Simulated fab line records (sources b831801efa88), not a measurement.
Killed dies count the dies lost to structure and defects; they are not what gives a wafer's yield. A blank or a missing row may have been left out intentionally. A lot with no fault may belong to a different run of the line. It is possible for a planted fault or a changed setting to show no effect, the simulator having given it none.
Which tool is to blame? | flow sky130 | 11 lots with 33 wafers sampled at 4 steps, on a route of 708 steps

## WHAT THE GAUGES READ, wafer by wafer
SKY_VIA1_OVL_MEAS_13.
lot  | measured     | on         | VIA1_OVL (nm)
L630 | day 35 01:35 | overlay-02 | -5 -1 -2
L632 | day 35 11:59 | overlay-02 | -5 -3 -1
L634 | day 36 14:54 | overlay-02 | 0 2 -5
L635 | day 36 19:19 | overlay-01 | -4 -8 -14
L636 | day 36 21:26 | overlay-02 | 6 5 10
L639 | day 37 21:27 | overlay-01 | 2 -4 -3
L646 | day 40 00:56 | overlay-02 | -6 -1 -2
L647 | day 40 05:45 | overlay-01 | -4 -6 -10
L648 | day 40 12:56 | overlay-02 | -4 -4 -5
L649 | day 40 21:36 | overlay-01 | 1 3 1
L651 | day 41 09:47 | overlay-02 | 8 5 7

## EACH LOT AND THE TOOL THAT RAN IT (in order: tool; ch and the chambers of the sampled wafers; start)
lot  | SKY_CONTACT_ETCH_16                | SKY_METAL1_SPUTTER_01        | SKY_METAL1_METAL_ETCH_19
L630 | rie-diel-04 ch 1,2,3, day 32 16:40 | pvd-sputter-01, day 32 18:04 | rie-metal-03 ch 0,1, day 33 21:43
L632 | rie-diel-03 ch 0,1, day 33 03:01   | pvd-sputter-04, day 33 04:28 | rie-metal-04 ch 0,1, day 34 07:51
L634 | rie-diel-03 ch 2,3, day 34 06:58   | pvd-sputter-04, day 34 09:00 | rie-metal-03 ch 0,1, day 35 11:26
L635 | rie-diel-03 ch 0,1,3, day 34 11:53 | pvd-sputter-02, day 34 13:17 | rie-metal-03 ch 0,1, day 35 15:58
L636 | rie-diel-02 ch 0,3, day 34 13:10   | pvd-sputter-01, day 34 14:57 | rie-metal-03 ch 0,1, day 35 17:34
L639 | rie-diel-03 ch 0,3, day 35 13:28   | pvd-sputter-04, day 35 14:52 | rie-metal-03 ch 1, day 36 17:58
L646 | rie-diel-03 ch 0,2,3, day 37 19:13 | pvd-sputter-04, day 37 20:40 | rie-metal-03 ch 0, day 38 22:28
L647 | rie-diel-02 ch 0,1,3, day 38 00:04 | pvd-sputter-01, day 38 01:28 | rie-metal-03 ch 0,1, day 39 03:20
L648 | rie-diel-04 ch 0,2,3, day 38 08:01 | pvd-sputter-04, day 38 09:25 | rie-metal-02 ch 0,1, day 39 11:12
L649 | rie-diel-02 ch 1,2,3, day 38 15:52 | pvd-sputter-01, day 38 17:16 | rie-metal-02 ch 0, day 39 18:55
L651 | rie-diel-02 ch 1,2,3, day 39 05:31 | pvd-sputter-01, day 39 06:56 | rie-metal-02 ch 0,1, day 40 08:15
- SKY_CONTACT_ETCH_16: etches BARC in N2/H2, stops on SiO2, time 45.9 s, target depth 60 nm.
- SKY_METAL1_SPUTTER_01: material TiN, target thk 20 nm, time 16.7 s.
- SKY_METAL1_METAL_ETCH_19: etches the open film in Cl2/BCl3, stops on SiO2, target depth 360 nm, time 78 s.

## AS READ BY THE TOOLS THEMSELVES (means over the sampled wafers that have a number; for cases with no such wafer, the mark the record gives instead)
SKY_CONTACT_ETCH_16.
lot  | tool        | drypump-motor-current-A (A) | h2-flow-sccm (sccm) | oes-product-au (a.u.) | rf-fwd-power-W (W) | run-length-s (s) | throttle-valve-pct (%)
L630 | rie-diel-04 | 6.0                         | 199.8               | 0.856                 | 494.8              | 73.7             | 13.232
L632 | rie-diel-03 | 5.0                         | 201.1               | 0.864                 | 495.5              | 74.0             | 13.220
L634 | rie-diel-03 | 5.7                         | 199.3               | 0.861                 | 496.2              | 74.1             | 13.231
L635 | rie-diel-03 | 5.1                         | 200.2               | 0.865                 | 492.8              | 74.3             | 13.219
L636 | rie-diel-02 | 5.5                         | 200.5               | 0.858                 | 494.6              | 73.7             | 13.227
L639 | rie-diel-03 | 5.2                         | 199.6               | 0.856                 | 493.9              | 74.5             | 13.216
L646 | rie-diel-03 | 5.5                         | 199.7               | 0.860                 | 493.7              | 74.2             | 13.231
L647 | rie-diel-02 | 5.7                         | 200.1               | 0.862                 | 493.0              | 73.8             | 13.220
L648 | rie-diel-04 | 5.8                         | 200.3               | 0.859                 | 494.9              | 74.2             | 13.226
L649 | rie-diel-02 | 5.7                         | 200.0               | 0.853                 | 493.5              | 73.7             | 13.222
L651 | rie-diel-02 | 5.7                         | 200.4               | 0.858                 | 493.4              | 73.8             | 13.225

SKY_METAL1_SPUTTER_01.
lot  | tool           | throttle-valve-pct (%)
L630 | pvd-sputter-01 | 29.7
L632 | pvd-sputter-04 | 29.9
L634 | pvd-sputter-04 | 30.7
L635 | pvd-sputter-02 | 29.4
L636 | pvd-sputter-01 | 29.8
L639 | pvd-sputter-04 | 31.1
L646 | pvd-sputter-04 | 29.5
L647 | pvd-sputter-01 | 29.6
L648 | pvd-sputter-04 | 30.5
L649 | pvd-sputter-01 | 30.2
L651 | pvd-sputter-01 | 29.8

SKY_METAL1_METAL_ETCH_19.
lot  | tool         | drypump-motor-current-A (A) | oes-product-au (a.u.) | rf-fwd-power-W (W) | run-length-s (s) | throttle-valve-pct (%)
L630 | rie-metal-03 | 5.96                        | 0.864                 | 895.9              | 105.9            | 22.254
L632 | rie-metal-04 | 5.75                        | 0.853                 | 895.8              | 106.6            | 22.265
L634 | rie-metal-03 | 5.82                        | 0.860                 | 892.1              | 105.8            | 22.257
L635 | rie-metal-03 | 5.81                        | 0.861                 | 891.0              | 105.7            | 22.267
L636 | rie-metal-03 | 5.84                        | 0.856                 | 897.2              | 105.4            | 22.264
L639 | rie-metal-03 | 6.12                        | 0.850                 | 894.5              | 105.9            | 22.266
L646 | rie-metal-03 | 5.68                        | 0.826                 | 897.1              | 110.1            | 22.272
L647 | rie-metal-03 | 5.83                        | 0.840                 | 891.9              | 108.7            | 22.264
L648 | rie-metal-02 | 5.66                        | 0.862                 | 895.0              | 106.3            | 22.259
L649 | rie-metal-02 | 5.43                        | 0.857                 | 895.0              | 106.1            | 22.264
L651 | rie-metal-02 | 5.67                        | 0.864                 | 895.0              | 106.3            | 22.258

## THE ANSWER, worked out from the rows above alone
Rule: what is usual is taken from the lots themselves. The widest of any qualifying gaps counts: lots, ordered by their means at a reading, are off when they make up no more than a third of the lots, leave a main group of 4 or more, and stand apart from it by 3 or more times the standard deviation of that group's means. A main group whose means are all the same, to the digits that the tables above print for the reading, isn't used. A lot without any number at a reading at which 4 lots or more have one is off too. Where the step has rows for the other lots, those lots are counted as sound. Order of review: gauges by route order, followed by the tools' own readings, for which a lot's mean as printed above is used. The first step at which some lot is off is used, and at that step the reading that is off furthest; a lot without a number counts as furthest.
Off: L646, L647 (SKY_METAL1_METAL_ETCH_19, run-length-s). Main group: mean 106.0 s, sd 0.34.
A tool fits if, at that step or a process step before it, it ran every lot that is off, and no sound lot after the first of them. One fits: SKY_METAL1_METAL_ETCH_19 on rie-metal-03. A fault onset in the window from L639 (day 36 17:58, its last sound lot) to L646 (day 38 22:28, its first lot off) fits.
The tool's own readings at SKY_METAL1_METAL_ETCH_19 bear it out: on the lots that are off they differ by more than 5 times the standard deviation of the sound lots' means. oes-product-au reads 0.833 a.u. there against 0.859 a.u. on the sound lots; run-length-s reads 109.4 s there against 106.0 s on the sound lots.

## WHAT THE SIMULATOR HAD PUT IN
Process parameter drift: rie-metal-03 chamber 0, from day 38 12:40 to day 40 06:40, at SKY_METAL1_METAL_ETCH_19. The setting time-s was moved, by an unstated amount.
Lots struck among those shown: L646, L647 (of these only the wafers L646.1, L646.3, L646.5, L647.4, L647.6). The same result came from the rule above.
